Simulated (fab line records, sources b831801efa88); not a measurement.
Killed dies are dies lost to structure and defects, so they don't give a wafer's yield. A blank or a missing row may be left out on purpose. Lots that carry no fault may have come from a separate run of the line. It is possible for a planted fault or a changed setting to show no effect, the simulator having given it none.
fab line records :: flow sky130
record:
  lots: 15
  wafers: 45
  last_day: 50
route steps=708 shown FIELD_ISO@31
lots that met no fault: from a run of the same line without faults
start_h: hours from the record's first day to the start of the lot's first wafer shown :: wait_h: hours since the lot's step before :: " same as the row above :: L1.1+2: several wafers, shown together as one row :: - either no value or no given start :: * or withheld: withheld :: < > ~ a bound
route shown NAME@n: NAME is a module with steps in the file, n the number in the route of the first one :: usual: mean and standard deviation over wafers with no fault :: same: alike in all rows :: chamber/n: place in a boat :: sites: per-site readings :: _std_site: standard deviation of those values :: _edge_site: inner sites' mean taken away from outer sites' mean :: radius_mm: how far each site lies from the wafer's centre :: mask NAME#n: copy n :: behind: the tool/chamber that last shaped the wafer :: hold: why the lot went on hold/how many hours it stayed there/how the hold came to an end :: device: whichever transistor did not switch (one of n, p or np) :: end of line: the tests these same wafers got at the end of their route :: step lacking rows: just its recipe :: killed: the dies lost at the first sort to structure and to defects; this is not the yield of the wafer :: map: shows each die of a wafer: x if killed, . if not, _ if none is there
set.NAME: setting as actually run; set.NAME@STEP: the setting as run at that earlier step :: model.NAME: the simulator's own value behind a step, which no gauge read
the route's steps for a sample of lots (tables are steps, rows are wafers)
services: a tool's chamber out of use, with start hour (start_h, from the record's first day; less than 0 if before it), hours out, and reason
== steps ==
step: SKY_FIELD_ISO_WET_ETCH_30
recipe:
  chemistry: dHF
  target_depth_nm: 25
  target: SiO2
  dilution: 10:1
  temp_c: 25
  time_s: 50
usual:
  bath_heat_duty_pct: 6.3/0.83
  run_length_s: 80/3.2
lot.wafer: L104.4
tool: wet_bench-02
chamber: 3
start_h: 34.34
wait_h: 0.0
bath_heat_duty_pct: 6.8
run_length_s: 77

lot.wafer: L104.5
tool: wet_bench-02
chamber: 3
start_h: 34.34
wait_h: 0.0
bath_heat_duty_pct: 6.1
run_length_s: 77

lot.wafer: L104.6
tool: wet_bench-02
chamber: 3
start_h: 34.34
wait_h: 0.0
bath_heat_duty_pct: 6.0
run_length_s: 77

lot.wafer: L106.3
tool: wet_bench-01
chamber: 2
start_h: 45.36
wait_h: 0.0
bath_heat_duty_pct: 7.1
run_length_s: 83

lot.wafer: L106.5
tool: wet_bench-01
chamber: 2
start_h: 45.36
wait_h: 0.0
bath_heat_duty_pct: 7.9
run_length_s: 83

lot.wafer: L106.6
tool: wet_bench-01
chamber: 2
start_h: 45.36
wait_h: 0.0
bath_heat_duty_pct: 7.1
run_length_s: 83

lot.wafer: L108.2
tool: wet_bench-03
chamber: 1
start_h: 56.75
wait_h: 0.0
bath_heat_duty_pct: 5.7
run_length_s: 84

lot.wafer: L108.4
tool: wet_bench-03
chamber: 1
start_h: 56.75
wait_h: 0.0
bath_heat_duty_pct: 5.9
run_length_s: 84

lot.wafer: L108.6
tool: wet_bench-03
chamber: 1
start_h: 56.75
wait_h: 0.0
bath_heat_duty_pct: 5.3
run_length_s: 84

lot.wafer: L109.1
tool: wet_bench-03
chamber: 3
start_h: 61.12
wait_h: 0.0
bath_heat_duty_pct: 6.6
run_length_s: 83

lot.wafer: L109.5
tool: wet_bench-03
chamber: 3
start_h: 61.12
wait_h: 0.0
bath_heat_duty_pct: 7.5
run_length_s: 83

lot.wafer: L109.6
tool: wet_bench-03
chamber: 3
start_h: 61.12
wait_h: 0.0
bath_heat_duty_pct: 7.1
run_length_s: 83

lot.wafer: L110.1
tool: wet_bench-01
chamber: 0
start_h: 66.33
wait_h: 0.0
bath_heat_duty_pct: 5.4
run_length_s: 83

lot.wafer: L110.4
tool: wet_bench-01
chamber: 0
start_h: 66.33
wait_h: 0.0
bath_heat_duty_pct: 5.0
run_length_s: 83

lot.wafer: L110.6
tool: wet_bench-01
chamber: 0
start_h: 66.33
wait_h: 0.0
bath_heat_duty_pct: 6.1
run_length_s: 83

lot.wafer: L111.4
tool: wet_bench-01
chamber: 3
start_h: 68.49
wait_h: 0.0
bath_heat_duty_pct: 6.7
run_length_s: 84

lot.wafer: L111.5
tool: wet_bench-01
chamber: 3
start_h: 68.49
wait_h: 0.0
bath_heat_duty_pct: 5.3
run_length_s: 84

lot.wafer: L111.6
tool: wet_bench-01
chamber: 3
start_h: 68.49
wait_h: 0.0
bath_heat_duty_pct: 5.9
run_length_s: 84

lot.wafer: L112.3
tool: wet_bench-03
chamber: 2
start_h: 77.86
wait_h: 0.0
bath_heat_duty_pct: 7.0
run_length_s: 76

lot.wafer: L112.4
tool: wet_bench-03
chamber: 2
start_h: 77.86
wait_h: 0.0
bath_heat_duty_pct: 6.1
run_length_s: 76

lot.wafer: L112.6
tool: wet_bench-03
chamber: 2
start_h: 77.86
wait_h: 0.0
bath_heat_duty_pct: 6.6
run_length_s: 76

lot.wafer: L114.3
tool: wet_bench-02
chamber: 2
start_h: 99.98
wait_h: 0.0
bath_heat_duty_pct: 6.6
run_length_s: 83

lot.wafer: L114.4
tool: wet_bench-02
chamber: 2
start_h: 99.98
wait_h: 0.0
bath_heat_duty_pct: 6.8
run_length_s: 83

lot.wafer: L114.5
tool: wet_bench-02
chamber: 2
start_h: 99.98
wait_h: 0.0
bath_heat_duty_pct: 6.5
run_length_s: 83

lot.wafer: L115.1
tool: wet_bench-03
chamber: 2
start_h: 100.75
wait_h: 0.0
bath_heat_duty_pct: -
run_length_s: -

lot.wafer: L115.4
tool: wet_bench-03
chamber: 2
start_h: 100.75
wait_h: 0.0
bath_heat_duty_pct: -
run_length_s: -

lot.wafer: L115.5
tool: wet_bench-03
chamber: 2
start_h: 100.75
wait_h: 0.0
bath_heat_duty_pct: -
run_length_s: -

lot.wafer: L116.1
tool: wet_bench-03
chamber: 0
start_h: 100.75
wait_h: 0.0
bath_heat_duty_pct: -
run_length_s: -

lot.wafer: L116.4
tool: wet_bench-03
chamber: 0
start_h: 100.75
wait_h: 0.0
bath_heat_duty_pct: -
run_length_s: -

lot.wafer: L116.5
tool: wet_bench-03
chamber: 0
start_h: 100.75
wait_h: 0.0
bath_heat_duty_pct: -
run_length_s: -

lot.wafer: L117.4
tool: wet_bench-03
chamber: 0
start_h: 107.08
wait_h: 0.0
bath_heat_duty_pct: -
run_length_s: -

lot.wafer: L117.5
tool: wet_bench-03
chamber: 0
start_h: 107.08
wait_h: 0.0
bath_heat_duty_pct: -
run_length_s: -

lot.wafer: L117.6
tool: wet_bench-03
chamber: 0
start_h: 107.08
wait_h: 0.0
bath_heat_duty_pct: -
run_length_s: -

lot.wafer: L119.1
tool: wet_bench-02
chamber: 2
start_h: 116.69
wait_h: 0.0
bath_heat_duty_pct: 6.5
run_length_s: 81

lot.wafer: L119.5
tool: wet_bench-02
chamber: 2
start_h: 116.69
wait_h: 0.0
bath_heat_duty_pct: 6.5
run_length_s: 81

lot.wafer: L119.6
tool: wet_bench-02
chamber: 2
start_h: 116.69
wait_h: 0.0
bath_heat_duty_pct: 7.1
run_length_s: 81

lot.wafer: L122.2
tool: wet_bench-03
chamber: 3
start_h: 132.03
wait_h: 0.0
bath_heat_duty_pct: 6.3
run_length_s: 76

lot.wafer: L122.4
tool: wet_bench-03
chamber: 3
start_h: 132.03
wait_h: 0.0
bath_heat_duty_pct: 7.0
run_length_s: 76

lot.wafer: L122.5
tool: wet_bench-03
chamber: 3
start_h: 132.03
wait_h: 0.0
bath_heat_duty_pct: 7.1
run_length_s: 76

lot.wafer: L126.2
tool: wet_bench-01
chamber: 2
start_h: 151.62
wait_h: 0.0
bath_heat_duty_pct: 7.5
run_length_s: 77

lot.wafer: L126.4
tool: wet_bench-01
chamber: 2
start_h: 151.62
wait_h: 0.0
bath_heat_duty_pct: 8.9
run_length_s: 77

lot.wafer: L126.6
tool: wet_bench-01
chamber: 2
start_h: 151.62
wait_h: 0.0
bath_heat_duty_pct: 8.3
run_length_s: 77

lot.wafer: L127.1
tool: wet_bench-03
chamber: 0
start_h: 154.30
wait_h: 0.0
bath_heat_duty_pct: 6.3
run_length_s: 83

lot.wafer: L127.4
tool: wet_bench-03
chamber: 0
start_h: 154.30
wait_h: 0.0
bath_heat_duty_pct: 5.9
run_length_s: 83

lot.wafer: L127.6
tool: wet_bench-03
chamber: 0
start_h: 154.30
wait_h: 0.0
bath_heat_duty_pct: 5.5
run_length_s: 83
== services ==
tool: wet_bench-03
chamber: -
start_h: 63.66
hours: 4.2
kind: repair

tool: wet_bench-01
chamber: -
start_h: 118.82
hours: 1.8
kind: repair
== key ==
first_sign:
  step: SKY_FIELD_ISO_WET_ETCH_30
  reading: tool_record
  direction: missing
effect none on later readings
met_at SKY_FIELD_ISO_WET_ETCH_30
struck_lots L115,L116,L117
later_rows_left_out L115.1,L115.4,L115.5,L116.1,L116.4,L116.5,L117.4,L117.5,L117.6
sort_left_out L115.1,L115.4,L115.5,L116.1,L116.4,L116.5,L117.4,L117.5,L117.6
tester_left_out L115,L116,L117
onset_between 77.86 100.75
fault:
  kind: skipped_step_whole
  tool: wet_bench-03
  chamber: -
  onset_h: 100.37
  steps: SKY_FIELD_ISO_WET_ETCH_30
  scope: struck_lots_only
tester_left_out: of these lots the tester's yield and bins aren't shown, on N5 and GAA mostly nor the transistor test; their killed dies are dies lost to structure and defects alone, not to doping, threshold or leakage, so they don't give the yield
sort_left_out: the simulated sort isn't trusted on such a fault, so these wafers' sort isn't shown, and their yield isn't known
later_rows_left_out: the simulator's readings of these wafers behind a module that went badly wrong aren't trusted and aren't shown, but for the sort
